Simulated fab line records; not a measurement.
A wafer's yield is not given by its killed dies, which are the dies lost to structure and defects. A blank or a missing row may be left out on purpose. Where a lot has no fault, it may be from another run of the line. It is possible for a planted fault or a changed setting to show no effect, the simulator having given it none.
fab line records | flow sky130
[record] lots = 7 | wafers = 21 | last-day = 50
route steps=708 shown LDD_LDN@300 SPACER@304 POLY_CUT@307 PAD_OPEN@708
lots untouched by any fault: they come from a run of this same line in which no faults occurred
start-h: the number of hours between the record's first day and the start of the first shown wafer of the lot | wait-h: hours since the lot's step before | " unchanged from the row above | L1.1+2: one row covering several wafers at once | - no value, or no start given | * or withheld: withheld | < > ~ a bound
route shown NAME@n: names a module that has steps shown in the file, with the first one's number in the route | usual: mean/standard deviation taken from wafers without a fault | same: alike in all rows | chamber/n: place in a boat | sites: the reading at each site | _std_site: how widely they spread, as a standard deviation | _edge_site: the outer-site mean with the inner-site mean subtracted | radius-mm: for every site, how far away it sits from the centre of the wafer | mask NAME#n: copy n | behind: the last tool/chamber to shape the wafer | hold: the reason the lot was held/the length of the hold in hours/how it ended | device: which transistor (n, p or np) failed to switch | end of line: the tests these same wafers got at the end of their route | for a step that has no rows: nothing shown but its recipe | killed: count of dies lost to structure and defects at first sort (not the wafer's yield) | map: the dies of a wafer, with x for killed, . for not killed, _ for no die there
set.NAME: the setting that was run; set.NAME@STEP: the one run at that earlier step | model.NAME: the simulator's own value behind a step, which no gauge read
lots seen at some steps along the route; tables by step, rows by wafer
services: from which hour (start-h, from the record's first day; less than 0 if before it) a tool's chamber was out of use, for how many hours, and why
[[steps]]
[step SKY_LDD_LDN_IMPLANT_11]
[recipe] species = As | energy-kev = 15 | dose-cm2 = 1.25e+13 | tilt-deg = withheld | rotation-deg = 293
[step SKY_LDD_LDN_STRIP_12]
[recipe] chemistry = O2/N2 | power-w = 1400 | pressure-mtorr = 1500 | platen-temp-c = withheld | o2-flow-sccm = 3000 | n2-flow-sccm = 300 | overash-fraction = 0.5
[usual] chamber-pressure-mTorr = 1500.0/1.2 | drypump-motor-current-A = 5.66/0.23 | n2-flow-sccm = 299.9/0.93 | oes-product-au = 0.716/0.0044 | strip-time-to-endpoint-s = 14.18/0.035
lot.wafer | tool            | chamber | start-h | wait-h | chamber-pressure-mTorr | drypump-motor-current-A | n2-flow-sccm | oes-product-au | rf-hours-counter-h | strip-time-to-endpoint-s
L419.1    | plasma-asher-03 | 1       | 565.88  | 0.1    | 1499.1                 | 5.93                    | 300.9        | 0.712          | 74                 | 14.12
L419.3    | "               | 0       | "       | "      | 1501.9                 | 5.96                    | 299.4        | 0.721          | -                  | 14.17
L419.4    | "               | 1       | "       | "      | 1501.9                 | 5.93                    | 300.7        | 0.720          | -                  | 14.16
L420.1    | plasma-asher-01 | 1       | 581.36  | 0.1    | 1499.9                 | 6.05                    | 299.9        | 0.714          | 11                 | 14.21
L420.3    | "               | 1       | "       | "      | 1499.8                 | 6.05                    | 300.9        | 0.720          | -                  | 14.19
L420.5    | "               | 0       | "       | "      | 1501.3                 | 5.54                    | 301.1        | 0.719          | -                  | 14.16
L423.2    | plasma-asher-02 | 1       | 596.44  | 0.1    | 1497.6                 | 5.57                    | 299.1        | 0.707          | 48                 | 14.16
L423.4    | "               | 1       | "       | "      | 1499.7                 | 5.57                    | 298.8        | 0.718          | -                  | 14.10
L423.6    | "               | 1       | "       | "      | 1500.5                 | 5.57                    | 298.1        | 0.718          | -                  | 14.14
L425.3    | plasma-asher-02 | 1       | 617.12  | 0.1    | 1501.0                 | 5.57                    | 300.4        | 0.720          | -                  | 14.23
L425.4    | "               | 0       | "       | "      | 1501.5                 | 5.42                    | 299.4        | 0.709          | -                  | 14.20
L425.5    | "               | 0       | "       | "      | 1501.2                 | 5.43                    | 298.7        | 0.716          | -                  | 14.18
L426.2    | plasma-asher-02 | 1       | 630.48  | 0.1    | 1498.9                 | 5.58                    | 299.3        | 0.717          | 51                 | 14.21
L426.3    | "               | 0       | "       | "      | 1498.4                 | 5.43                    | 300.9        | 0.714          | -                  | 14.18
L426.6    | "               | 0       | "       | "      | 1500.6                 | 5.42                    | 300.4        | 0.715          | -                  | 14.18
L434.2    | plasma-asher-02 | 0       | 695.35  | 0.1    | 1497.8                 | 5.43                    | 299.9        | 0.714          | 57                 | 14.17
L434.3    | "               | 1       | "       | "      | 1502.5                 | 5.56                    | 300.6        | 0.716          | -                  | 14.17
L434.4    | "               | 0       | "       | "      | 1500.0                 | 5.42                    | 300.0        | 0.720          | -                  | 14.18
L436.1    | plasma-asher-03 | 1       | 709.73  | 0.1    | 1500.0                 | 5.88                    | 302.7        | 0.723          | 89                 | 14.22
L436.3    | "               | 1       | "       | "      | 1500.8                 | 5.90                    | 301.2        | 0.708          | -                  | 14.18
L436.6    | "               | 1       | "       | "      | 1501.9                 | 5.90                    | 302.3        | 0.707          | -                  | 14.20
[step SKY_LDD_LDN_TW_MEAS_13]
[usual] LDD_LDN_TW = 1478/13
lot.wafer | tool          | chamber | start-h | wait-h | LDD_LDN_TW
L419.1    | film-metro-03 | -       | 565.98  | 0.1    | 1485
L419.3    | "             | -       | "       | "      | 1472
L419.4    | "             | -       | "       | "      | 1479
L420.1    | film-metro-03 | -       | 581.46  | 0.1    | 1473
L420.3    | "             | -       | "       | "      | 1473
L420.5    | "             | -       | "       | "      | 1477
L423.2    | film-metro-03 | -       | 596.55  | 0.1    | 1477
L423.4    | "             | -       | "       | "      | 1479
L423.6    | "             | -       | "       | "      | 1474
L425.3    | film-metro-01 | -       | 617.20  | 0.1    | 1471
L425.4    | "             | -       | "       | "      | 1455
L425.5    | "             | -       | "       | "      | 1465
L426.2    | film-metro-03 | -       | 630.65  | 0.1    | 1473
L426.3    | "             | -       | "       | "      | 1474
L426.6    | "             | -       | "       | "      | 1474
L434.2    | film-metro-01 | -       | 695.46  | 0.1    | 1464
L434.3    | "             | -       | "       | "      | 1470
L434.4    | "             | -       | "       | "      | 1471
L436.1    | film-metro-01 | -       | 709.83  | 0.1    | 1466
L436.3    | "             | -       | "       | "      | 1468
L436.6    | "             | -       | "       | "      | 1471
[step SKY_LDD_LDN_CLEAN_14]
[recipe] chemistry = SC1/SC2 | mix = 1:4:20 | temp-c = 70 | time-s = 150 | dry = n2-spin
[step SKY_SPACER_CVD_00]
[recipe] material = Si3N4 | precursor = DCS/NH3 | target-thk-nm = 43.1 | temp-c = 770 | time-s = 740 | pressure-mtorr = 250
[step SKY_SPACER_THK_MEAS_01]
[recipe] reads = Si3N4_of_SPACER_CVD_00
[usual] SPACER_CVD_00_THK = 43.1/0.47
lot.wafer | tool          | chamber | start-h | wait-h | SPACER_CVD_00_THK[nm]
L419.1    | film-metro-04 | -       | 567.30  | 0.0    | 43.7
L419.3    | "             | -       | "       | "      | 43.6
L419.4    | "             | -       | "       | "      | 43.5
L420.1    | film-metro-01 | -       | 584.62  | 0.0    | 42.7
L420.3    | "             | -       | "       | "      | 42.4
L420.5    | "             | -       | "       | "      | 42.8
L423.2    | film-metro-01 | -       | 599.13  | 0.0    | 42.6
L423.4    | "             | -       | "       | "      | 42.6
L423.6    | "             | -       | "       | "      | 42.3
L425.3    | film-metro-01 | -       | 618.52  | 0.0    | 43.2
L425.4    | "             | -       | "       | "      | 43.3
L425.5    | "             | -       | "       | "      | 43.3
L426.2    | film-metro-01 | -       | 631.97  | 0.0    | 43.1
L426.3    | "             | -       | "       | "      | 43.3
L426.6    | "             | -       | "       | "      | 43.0
L434.2    | film-metro-01 | -       | 697.38  | 0.0    | 43.7
L434.3    | "             | -       | "       | "      | 44.0
L434.4    | "             | -       | "       | "      | 43.6
L436.1    | film-metro-03 | -       | 711.15  | 0.0    | 43.7
L436.3    | "             | -       | "       | "      | 43.7
L436.6    | "             | -       | "       | "      | 43.8
[step SKY_SPACER_ETCHBACK_02]
[recipe] chemistry = CH3F/O2 | target = Si3N4 | stop-on = SiO2 | source-w = 400 | bias-w = 80 | pressure-mtorr = 25 | ch3f-flow-sccm = 40 | O2_flow_sccm = 30 | time-s = 46.7 | target-depth-a = 450
[usual] ch3f-flow-sccm = 40.02/0.13 | chamber-pressure-mTorr = 25.000/0.023 | drypump-motor-current-A = 5.6/0.53 | oes-product-au = 0.855/0.0075 | throttle-valve-pct = 10.562/0.0094
lot.wafer | tool        | chamber | start-h | wait-h | ch3f-flow-sccm | chamber-pressure-mTorr | drypump-motor-current-A | oes-product-au | rf-hours-counter-h | throttle-valve-pct
L419.1    | rie-diel-03 | 1       | 567.36  | 0.1    | 40.21          | 25.027                 | 5.4                     | 0.856          | 75                 | 10.559
L419.3    | "           | 2       | "       | "      | 39.99          | 24.987                 | 6.7                     | 0.861          | 6                  | 10.551
L419.4    | "           | 0       | "       | "      | 39.82          | 24.995                 | 4.9                     | 0.861          | 1                  | 10.569
L420.1    | rie-diel-01 | 1       | 584.68  | 0.1    | 39.91          | 24.998                 | 5.6                     | 0.857          | 0                  | 10.565
L420.3    | "           | 2       | "       | "      | 40.07          | 25.021                 | 4.9                     | 0.844          | 6                  | 10.572
L420.5    | "           | 2       | "       | "      | 40.17          | 24.974                 | 4.9                     | 0.852          | -                  | 10.567
L423.2    | rie-diel-04 | 2       | 599.18  | 0.0    | 40.14          | 25.010                 | 5.7                     | 0.845          | 11                 | 10.556
L423.4    | "           | 1       | "       | "      | 39.95          | 24.990                 | 5.6                     | 0.851          | 3                  | 10.557
L423.6    | "           | 3       | "       | "      | 40.17          | 25.017                 | 6.1                     | 0.850          | -                  | 10.561
L425.3    | rie-diel-01 | 0       | 618.56  | 0.0    | 40.01          | 24.984                 | 5.9                     | 0.864          | 11                 | 10.563
L425.4    | "           | 1       | "       | "      | 39.60          | 24.982                 | 5.6                     | 0.861          | 1                  | 10.566
L425.5    | "           | 1       | "       | "      | 39.85          | 25.002                 | 5.6                     | 0.867          | -                  | 10.570
L426.2    | rie-diel-01 | 3       | 632.02  | 0.0    | 39.81          | 25.006                 | 5.2                     | 0.858          | 67                 | 10.584
L426.3    | "           | 0       | "       | "      | 39.83          | 24.994                 | 6.0                     | 0.854          | 11                 | 10.556
L426.6    | "           | 3       | "       | "      | 39.89          | 24.966                 | 5.2                     | 0.855          | -                  | 10.551
L434.2    | rie-diel-01 | 3       | 697.43  | 0.0    | 40.08          | 24.987                 | 5.2                     | 0.870          | 1                  | 10.559
L434.3    | "           | 0       | "       | "      | 39.99          | 25.007                 | 5.9                     | 0.864          | 13                 | 10.570
L434.4    | "           | 2       | "       | "      | 39.94          | 25.049                 | 4.9                     | 0.864          | 9                  | 10.548
L436.1    | rie-diel-01 | 3       | 711.21  | 0.1    | 40.09          | 25.005                 | 5.2                     | 0.864          | 1                  | 10.567
L436.3    | "           | 1       | "       | "      | 40.28          | 25.025                 | 5.6                     | 0.867          | 3                  | 10.569
L436.6    | "           | 3       | "       | "      | 40.02          | 25.034                 | 5.2                     | 0.871          | -                  | 10.558
[step SKY_POLY_CUT_DEHYDRATE_00]
[recipe] temp-c = 200 | time-s = 60
[step SKY_POLY_CUT_HMDS_01]
[recipe] prime-time-s = 60 | prime-temp-c = 120
[step SKY_POLY_CUT_COAT_02]
[recipe] resist = BARC | temp-c = withheld | time-s = withheld | spin-rpm = 3000 | resist-thk-nm = 60
[step SKY_POLY_CUT_COAT_03]
[recipe] resist = KrF-thick | spin-rpm = 3000 | resist-thk-nm = 450
[step SKY_POLY_CUT_SOFTBAKE_04]
[recipe] temp-c = 100 | time-s = 90 | resist = KrF-thick
[step SKY_POLY_CUT_EXPOSE_05]
[recipe] mask-id = NPCM | na = 0.8 | source-shape = annular | sigma-inner = 0.55 | sigma-outer = 0.85 | target-cd-nm = 270 | dose-mj = 32
[same] sigma-inner = 0.55
lot.wafer  | tool           | chamber | start-h | wait-h | mask   | model.POLY_CUT.overlay-x-nm
L419.1+3+4 | krf-scanner-02 | 0       | 582.09  | -      | NPCM#0 | -0.8827
L420.1+3+5 | krf-scanner-01 | 0       | 599.63  | -      | NPCM#0 | 1.138
L423.2+4+6 | krf-scanner-02 | 0       | 613.68  | -      | NPCM#0 | 46.25
L425.3+4+5 | krf-scanner-02 | 0       | 633.23  | -      | NPCM#0 | 50.21
L426.2+3+6 | krf-scanner-02 | 0       | 646.82  | -      | NPCM#0 | 49.27
L434.2+3+4 | krf-scanner-01 | 0       | 711.42  | -      | NPCM#0 | 4.465
L436.1+3+6 | krf-scanner-01 | 0       | 724.87  | -      | NPCM#0 | -0.6439
[step SKY_POLY_CUT_PEB_06]
[recipe] peb-temp-c = withheld | peb-time-s = withheld | resist = KrF-thick
[step SKY_POLY_CUT_DEVELOP_07]
[recipe] develop-time-s = 60 | resist = KrF-thick | dev-temp-c = 21
[step SKY_POLY_CUT_CD_MEAS_08]
[recipe] target-cd-nm = 270
[usual] cd-nm = 270.1/1.4
lot.wafer | tool      | chamber | start-h | wait-h | cd-nm
L419.1    | cd-sem-02 | -       | 596.31  | -      | 273.3
L419.3    | "         | -       | "       | "      | 273.0
L419.4    | "         | -       | "       | "      | 273.8
L420.1    | cd-sem-02 | -       | 613.61  | -      | 272.0
L420.3    | "         | -       | "       | "      | 270.2
L420.5    | "         | -       | "       | "      | 269.9
L423.2    | cd-sem-01 | -       | 628.18  | -      | 270.6
L423.4    | "         | -       | "       | "      | 271.5
L423.6    | "         | -       | "       | "      | 270.3
L425.3    | cd-sem-01 | -       | 647.99  | -      | 270.5
L425.4    | "         | -       | "       | "      | 270.1
L425.5    | "         | -       | "       | "      | 268.0
L426.2    | cd-sem-02 | -       | 660.68  | -      | 268.0
L426.3    | "         | -       | "       | "      | 268.8
L426.6    | "         | -       | "       | "      | 269.0
L434.2    | cd-sem-01 | -       | 725.12  | -      | 271.1
L434.3    | "         | -       | "       | "      | 272.0
L434.4    | "         | -       | "       | "      | 271.3
L436.1    | cd-sem-01 | -       | 738.51  | -      | 268.9
L436.3    | "         | -       | "       | "      | 270.0
L436.6    | "         | -       | "       | "      | 269.6
[step SKY_POLY_CUT_OVL_MEAS_09]
[usual] POLY_CUT_OVL = 3/5.2
lot.wafer | tool       | chamber | start-h | wait-h | POLY_CUT_OVL[nm]
L419.1    | overlay-01 | -       | 596.43  | 0.1    | 6
L419.3    | "          | -       | "       | "      | 0
L419.4    | "          | -       | "       | "      | 1
L420.1    | overlay-02 | -       | 613.73  | 0.1    | 7
L420.3    | "          | -       | "       | "      | 8
L420.5    | "          | -       | "       | "      | 5
L423.2    | overlay-02 | -       | 628.29  | 0.1    | 50
L423.4    | "          | -       | "       | "      | 50
L423.6    | "          | -       | "       | "      | 46
L425.3    | overlay-02 | -       | 648.08  | 0.1    | 40
L425.4    | "          | -       | "       | "      | 49
L425.5    | "          | -       | "       | "      | 47
L426.2    | overlay-02 | -       | 660.79  | 0.1    | 63
L426.3    | "          | -       | "       | "      | 50
L426.6    | "          | -       | "       | "      | 54
L434.2    | overlay-02 | -       | 725.22  | 0.1    | 8
L434.3    | "          | -       | "       | "      | 8
L434.4    | "          | -       | "       | "      | 3
L436.1    | overlay-01 | -       | 738.63  | 0.1    | 2
L436.3    | "          | -       | "       | "      | 2
L436.6    | "          | -       | "       | "      | -2
[step SKY_POLY_CUT_ETCH_10]
[recipe] chemistry = N2/H2 | target = BARC | ion-energy-ev = 200 | source-w = 500 | bias-w = 100 | pressure-mtorr = 30 | n2-flow-sccm = 100 | h2-flow-sccm = 200 | stop-on = SiO2 | time-s = 45.9 | target-depth-a = 600
[usual] chamber-pressure-mTorr = 30.00/0.038 | drypump-motor-current-A = 5.7/0.62 | n2-flow-sccm = 99.99/0.3 | oes-product-au = 0.855/0.0045 | throttle-valve-pct = 13.225/0.0088
lot.wafer | tool        | chamber | start-h | wait-h | chamber-pressure-mTorr | drypump-motor-current-A | n2-flow-sccm | oes-product-au | rf-hours-counter-h | throttle-valve-pct
L419.1    | rie-diel-04 | 0       | 596.47  | 0.0    | 29.98                  | 6.3                     | 99.73        | 0.852          | 11                 | 13.225
L419.3    | "           | 3       | "       | "      | 29.95                  | 6.1                     | 100.36       | 0.849          | 24                 | 13.225
L419.4    | "           | 2       | "       | "      | 30.02                  | 5.7                     | 100.41       | 0.862          | 11                 | 13.235
L420.1    | rie-diel-03 | 2       | 613.77  | 0.0    | 30.02                  | 6.7                     | 99.85        | 0.860          | 7                  | 13.219
L420.3    | "           | 1       | "       | "      | 29.99                  | 5.4                     | 99.55        | 0.846          | 76                 | 13.222
L420.5    | "           | 1       | "       | "      | 29.99                  | 5.4                     | 99.91        | 0.857          | -                  | 13.233
L423.2    | rie-diel-02 | 3       | 628.32  | 0.0    | 29.98                  | 6.2                     | 99.68        | 0.852          | 29                 | 13.238
L423.4    | "           | 1       | "       | "      | 29.97                  | 5.2                     | 100.62       | 0.861          | 3                  | 13.234
L423.6    | "           | 2       | "       | "      | 29.98                  | 5.4                     | 100.32       | 0.858          | -                  | 13.217
L425.3    | rie-diel-02 | 3       | 648.10  | 0.0    | 30.01                  | 6.2                     | 99.98        | 0.852          | 29                 | 13.224
L425.4    | "           | 3       | "       | "      | 30.02                  | 6.2                     | 99.90        | 0.852          | -                  | 13.229
L425.5    | "           | 1       | "       | "      | 29.95                  | 5.2                     | 100.00       | 0.855          | -                  | 13.220
L426.2    | rie-diel-04 | 0       | 660.82  | 0.0    | 29.97                  | 6.3                     | 99.92        | 0.865          | 13                 | 13.231
L426.3    | "           | 2       | "       | "      | 29.99                  | 5.7                     | 99.63        | 0.860          | 12                 | 13.224
L426.6    | "           | 0       | "       | "      | 30.01                  | 6.3                     | 99.77        | 0.864          | -                  | 13.223
L434.2    | rie-diel-03 | 0       | 725.25  | 0.0    | 29.99                  | 4.9                     | 99.68        | 0.859          | 4                  | 13.213
L434.3    | "           | 3       | "       | "      | 30.24                  | 4.9                     | 100.25       | 0.852          | 2                  | 13.220
L434.4    | "           | 0       | "       | "      | 29.98                  | 4.9                     | 99.69        | 0.847          | -                  | 13.227
L436.1    | rie-diel-04 | 3       | 738.67  | 0.0    | 30.04                  | 6.2                     | 99.44        | 0.854          | 27                 | 13.217
L436.3    | "           | 2       | "       | "      | 30.04                  | 5.7                     | 100.21       | 0.867          | 14                 | 13.232
L436.6    | "           | 3       | "       | "      | 30.00                  | 6.2                     | 99.66        | 0.860          | -                  | 13.239
[step SKY_PAD_OPEN_PROBE_99]
[usual] killed_at_M0_to_M3 = 44/6 | killed_at_M4_up = 2.9/1.5 | killed-at-contacts = 24/4.9 | killed-at-front-end = 16/4.3 | killed-at-other = 0.3/0.54 | killed-dies = 87/8.7 | killed-open = 48/6.7 | killed-short = 39/5.9
[same] gross-dies = 492 | killed-at-back-side = 0
lot.wafer | tool      | chamber | start-h | wait-h | killed_at_M0_to_M3 | killed_at_M4_up | killed-at-contacts | killed-at-front-end | killed-at-other | killed-dies | killed-open | killed-short
L423.2    | prober-01 | -       | 1127.06 | 0.1    | 45                 | 1               | 26                 | 13                  | 0               | 85          | 48          | 37
L423.4    | prober-01 | -       | 1127.16 | 0.2    | 56                 | 3               | 14                 | 18                  | 1               | 92          | 36          | 56
L423.6    | prober-01 | -       | 1127.26 | 0.2    | 39                 | 1               | 21                 | 11                  | 0               | 72          | 37          | 35
L425.3    | prober-01 | -       | 1137.60 | 0.2    | 41                 | 3               | 28                 | 15                  | 0               | 87          | 50          | 37
L425.4    | prober-01 | -       | 1137.65 | 0.2    | 51                 | 4               | 23                 | 23                  | 0               | 101         | 58          | 43
L425.5    | prober-01 | -       | 1137.70 | 0.2    | 44                 | 3               | 26                 | 21                  | 1               | 95          | 53          | 42
L426.2    | prober-02 | -       | 1147.72 | 0.1    | 43                 | 1               | 27                 | 19                  | 1               | 91          | 52          | 39
L426.3    | prober-02 | -       | 1147.77 | 0.2    | 35                 | 5               | 29                 | 19                  | 0               | 88          | 48          | 39
L426.6    | prober-02 | -       | 1147.92 | 0.2    | 44                 | 2               | 22                 | 20                  | 0               | 88          | 51          | 37
L434.2    | prober-02 | -       | 1187.43 | 0.1    | 44                 | 4               | 22                 | 19                  | 1               | 90          | 52          | 36
L434.3    | prober-02 | -       | 1187.48 | 0.2    | 35                 | 1               | 20                 | 18                  | 0               | 74          | 43          | 31
L434.4    | prober-02 | -       | 1187.53 | 0.2    | 47                 | 4               | 22                 | 16                  | 0               | 89          | 48          | 38
L436.1    | prober-02 | -       | 1193.55 | 0.1    | 35                 | 4               | 14                 | 16                  | 0               | 69          | 35          | 34
L436.3    | prober-02 | -       | 1193.65 | 0.2    | 46                 | 5               | 29                 | 29                  | 0               | 109         | 59          | 50
L436.6    | prober-02 | -       | 1193.80 | 0.2    | 41                 | 3               | 23                 | 24                  | 0               | 91          | 45          | 46
// killed by level:class
L423.2 VIA2:geometric-particle:open=11 LI_CONTACT:geometric-particle:open=9 CONTACT:geometric-particle:open=9 VIA1:geometric-particle:short=7 METAL2:geometric-particle:short=6 VIA3:geometric-particle:open=6 POLY_GATE:geometric-particle:open=5 METAL1:geometric-particle:short=4
L423.4 METAL1:geometric-particle:short=10 METAL2:geometric-particle:short=8 VIA3:geometric-particle:open=7 VIA1:geometric-particle:open=7 VIA2:geometric-particle:open=7 POLY_GATE:geometric-particle:short=5 VIA2:geometric-particle:short=5 FIELD_ISO:geometric-particle:short=4
L423.6 LI_CONTACT:geometric-particle:open=9 VIA2:geometric-particle:open=9 FIELD_ISO:geometric-particle:short=6 CONTACT:geometric-particle:open=6 VIA1:geometric-particle:short=5 METAL2:geometric-particle:short=5 METAL1:geometric-particle:short=4 VIA1:geometric-particle:open=4
L425.3 VIA1:geometric-particle:open=12 LI_CONTACT:geometric-particle:open=9 CONTACT:geometric-particle:open=7 VIA1:geometric-particle:short=7 CONTACT:geometric-particle:short=6 VIA2:geometric-particle:open=5 FIELD_ISO:geometric-particle:open=4 LOCAL_INTERCONNECT:geometric-particle:short=4
L425.4 VIA1:geometric-particle:open=15 CONTACT:geometric-particle:open=13 VIA3:geometric-particle:open=7 VIA1:geometric-particle:short=6 METAL2:geometric-particle:short=5 FIELD_ISO:geometric-particle:short=5 VIA2:geometric-particle:open=5 FIELD_ISO:geometric-particle:open=4
L425.5 CONTACT:geometric-particle:open=11 FIELD_ISO:geometric-particle:open=9 VIA1:geometric-particle:open=9 VIA2:geometric-particle:open=7 METAL3:geometric-particle:short=7 LI_CONTACT:geometric-particle:open=6 FIELD_ISO:geometric-particle:short=4 VIA1:geometric-particle:short=4
L426.2 VIA1:geometric-particle:open=12 CONTACT:geometric-particle:open=11 LI_CONTACT:geometric-particle:open=7 VIA2:geometric-particle:open=7 FIELD_ISO:geometric-particle:short=6 VIA1:geometric-particle:short=5 METAL1:geometric-particle:short=5 FIELD_ISO:geometric-particle:open=4
L426.3 CONTACT:geometric-particle:open=11 VIA1:geometric-particle:open=9 LI_CONTACT:geometric-particle:open=7 METAL1:geometric-particle:short=6 POLY_GATE:geometric-particle:open=5 VIA2:geometric-particle:open=5 METAL4:geometric-particle:short=5 POLY_GATE:geometric-particle:short=4
L426.6 VIA1:geometric-particle:open=13 CONTACT:geometric-particle:open=7 METAL2:geometric-particle:short=7 LI_CONTACT:geometric-particle:open=6 CONTACT:geometric-particle:short=6 VIA3:geometric-particle:open=6 POLY_GATE:geometric-particle:open=5 VIA2:geometric-particle:open=4
L434.2 VIA1:geometric-particle:open=12 METAL2:geometric-particle:short=8 POLY_GATE:geometric-particle:open=7 CONTACT:geometric-particle:short=7 VIA3:geometric-particle:open=7 VIA2:geometric-particle:open=7 CONTACT:geometric-particle:open=6 LI_CONTACT:geometric-particle:open=5
L434.3 CONTACT:geometric-particle:open=10 VIA3:geometric-particle:open=7 FIELD_ISO:geometric-particle:open=5 METAL2:geometric-particle:short=5 VIA2:geometric-particle:open=5 FIELD_ISO:geometric-particle:short=4 POLY_GATE:geometric-particle:open=4 LI_CONTACT:geometric-particle:open=4
L434.4 VIA1:geometric-particle:open=11 CONTACT:geometric-particle:open=10 VIA2:geometric-particle:open=8 METAL1:geometric-particle:short=6 FIELD_ISO:geometric-particle:open=5 CONTACT:geometric-particle:short=5 VIA3:geometric-particle:open=5 POLY_GATE:geometric-particle:short=4
L436.1 VIA1:geometric-particle:open=7 VIA2:geometric-particle:open=6 VIA3:geometric-particle:open=6 FIELD_ISO:geometric-particle:short=5 VIA1:geometric-particle:short=5 FIELD_ISO:geometric-particle:open=4 POLY_GATE:geometric-particle:short=4 CONTACT:geometric-particle:open=4
L436.3 VIA3:geometric-particle:open=10 VIA1:geometric-particle:open=10 CONTACT:geometric-particle:open=9 FIELD_ISO:geometric-particle:short=8 LI_CONTACT:geometric-particle:open=8 VIA2:geometric-particle:open=7 POLY_GATE:geometric-particle:open=6 METAL1:geometric-particle:short=6
L436.6 POLY_GATE:geometric-particle:open=8 CONTACT:geometric-particle:open=8 VIA2:geometric-particle:open=7 METAL1:geometric-particle:short=7 VIA1:geometric-particle:short=6 VIA1:geometric-particle:open=6 FIELD_ISO:geometric-particle:short=5 CONTACT:geometric-particle:short=5
[[services]]
tool            | chamber | start-h | hours | kind
rie-diel-04     | 1       | 552.79  | 5.3   | repair
krf-scanner-02  | -       | 569.88  | 2.1   | repair
krf-scanner-01  | -       | 576.32  | 0.9   | repair
krf-scanner-02  | -       | 577.39  | 1.0   | pm
rie-diel-04     | 1       | 577.94  | 4.3   | repair
plasma-asher-02 | -       | 585.92  | 7.5   | repair
krf-scanner-01  | -       | 589.23  | 1.3   | pm
krf-scanner-02  | -       | 591.77  | 0.9   | repair
rie-diel-03     | 2       | 594.60  | 4.8   | repair
rie-diel-03     | 1       | 601.24  | 3.1   | repair
rie-diel-04     | 2       | 607.72  | 9.2   | repair
krf-scanner-01  | -       | 608.17  | 0.8   | pm
krf-scanner-01  | -       | 611.91  | 3.6   | repair
plasma-asher-02 | -       | 620.74  | 2.8   | pm
krf-scanner-02  | -       | 625.23  | 3.6   | pm
rie-diel-01     | 1       | 625.38  | 13.7  | repair
krf-scanner-01  | -       | 639.67  | 7.2   | pm
rie-diel-04     | 1       | 651.29  | 20.3  | repair
krf-scanner-02  | -       | 669.90  | 0.8   | pm
rie-diel-01     | -       | 677.06  | 0.5   | repair
krf-scanner-02  | -       | 689.01  | 1.3   | pm
rie-diel-04     | 1       | 690.50  | 3.4   | repair
krf-scanner-02  | -       | 699.91  | 4.4   | repair
plasma-asher-02 | -       | 737.43  | 11.7  | repair
[[key]]
[first-sign] step = SKY_POLY_CUT_OVL_MEAS_09 | reading = POLY_CUT_OVL | direction = up | sigmas = 9 | usual = 3 | struck = 50
effect none on later readings
[model-effect] step = SKY_POLY_CUT_EXPOSE_05 | value = POLY_CUT.overlay-x-nm | without = 0.6473 | struck = 48.58
met-at SKY_POLY_CUT_EXPOSE_05
struck-wafers L423.2,L423.4,L423.6,L425.3,L425.4,L425.5,L426.2,L426.3,L426.6
tester-left-out L423,L425,L426
onset-between 582.09 613.68
[fault] kind = scanner-matching-overlay | tool = krf-scanner-02 | chamber = - | onset-h = 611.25 | steps = SKY_POLY_CUT_EXPOSE_05 | offset = 47.931
// tester-left-out: of these lots the tester's yield and bins aren't shown, on N5 and GAA mostly nor the transistor test; their killed dies are dies lost to structure and defects alone, not to doping, threshold or leakage, so they don't give the yield
